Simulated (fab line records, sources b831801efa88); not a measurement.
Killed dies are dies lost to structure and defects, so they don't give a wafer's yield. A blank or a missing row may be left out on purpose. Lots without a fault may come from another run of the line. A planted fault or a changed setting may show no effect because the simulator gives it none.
Which tool did it? | flow gf180mcu | 11 lots, 33 wafers sampled, at 2 steps of a route of 602

WHAT THE GAUGES READ, wafer by wafer
GF_V4_THK_MEAS_25: measures by xrf. Usual: V4_W_THK 365 nm, standard deviation 4.8.
lot  | measured     | on            | V4_W_THK (nm) | flag
L858 | day 24 12:28 | film_metro-02 | 356 358 356   |
L859 | day 25 02:41 | film_metro-02 | 359 361 364   |
L860 | day 25 16:08 | film_metro-03 | 373 369 368   |
L862 | day 25 21:05 | film_metro-03 | 374 370 363   |
L863 | day 26 10:58 | film_metro-04 | 369 375 376   |
L866 | day 27 09:08 | film_metro-04 | 370 363 367   |
L869 | day 28 07:40 | film_metro-03 | 366 359 361   |
L874 | day 29 12:43 | film_metro-03 | 364 366 365   |
L875 | day 30 04:41 | film_metro-03 | 364 362 365   |
L878 | day 30 14:07 | film_metro-04 | 370 370 371   |
L881 | day 31 17:05 | film_metro-03 | 367 365 366   |

WHICH TOOL RAN EACH LOT (tool, then ch and the chambers of the sampled wafers, then the start)
lot  | GF_M4_STRIP_17
L858 | plasma_asher-03 ch 0,1, day 23 11:42
L859 | plasma_asher-01 ch 0,1, day 24 02:35
L860 | plasma_asher-03 ch 0,1, day 24 16:17
L862 | plasma_asher-02 ch 1, day 24 20:50
L863 | plasma_asher-02 ch 0,1, day 25 10:47
L866 | plasma_asher-03 ch 0,1, day 26 09:49
L869 | plasma_asher-01 ch 0, day 27 09:02
L874 | plasma_asher-03 ch 0,1, day 28 14:32
L875 | plasma_asher-02 ch 0,1, day 29 07:28
L878 | plasma_asher-01 ch 0,1, day 29 16:16
L881 | plasma_asher-03 ch 0,1, day 30 21:12
- GF_M4_STRIP_17: strips in O2/N2.

WHAT THE TOOLS THEMSELVES READ (means of the sampled wafers that have a number; where no wafer has one, the mark that the record gives instead)
GF_M4_STRIP_17. Usual: drypump_motor_current_A 6.08 A, standard deviation 0.2; heater_power_w 360 W, standard deviation 30; oes_product_au 0.558 a.u., standard deviation 0.0052; strip_time_to_endpoint_s 7.89 s, standard deviation 0.063.
lot  | tool            | drypump_motor_current_A (A) | heater_power_w (W) | oes_product_au (a.u.) | strip_time_to_endpoint_s (s) | flag
L858 | plasma_asher-03 | 6.28                        | 346                | 0.564                 | 7.92                         |
L859 | plasma_asher-01 | 6.01                        | 374                | 0.556                 | 7.92                         |
L860 | plasma_asher-03 | 6.29                        | 344                | 0.554                 | 7.90                         |
L862 | plasma_asher-02 | 5.81                        | 327                | 0.554                 | 7.81                         |
L863 | plasma_asher-02 | 5.90                        | 327                | 0.553                 | 7.86                         |
L866 | plasma_asher-03 | 6.27                        | 345                | 0.559                 | 7.80                         |
L869 | plasma_asher-01 | 6.13                        | 352                | 0.560                 | 7.86                         |
L874 | plasma_asher-03 | 6.27                        | 351                | 0.560                 | 7.88                         |
L875 | plasma_asher-02 | 6.01                        | 336                | 0.558                 | 7.87                         |
L878 | plasma_asher-01 | 5.91                        | 387                | 0.555                 | 7.81                         |
L881 | plasma_asher-03 | 6.21                        | 365                | 0.560                 | 7.91                         |

THE ANSWER, worked out from the rows above alone
Rule: a lot is off if the mean of its wafers that have a number lies more than 3 standard deviations from the usual mean. A lot without any number at a reading at which 4 lots or more have one is off too. The other lots that the step has rows for count as sound. The gauges are gone through in route order, then the tools' own readings, and for those a lot's mean is taken as printed above. The first step at which some lot is off is used, and at that step the reading that is off furthest; a lot without a number counts as furthest.
No lot is off at any reading shown: from this, nothing can be told.

WHAT THE SIMULATOR HAD PUT IN
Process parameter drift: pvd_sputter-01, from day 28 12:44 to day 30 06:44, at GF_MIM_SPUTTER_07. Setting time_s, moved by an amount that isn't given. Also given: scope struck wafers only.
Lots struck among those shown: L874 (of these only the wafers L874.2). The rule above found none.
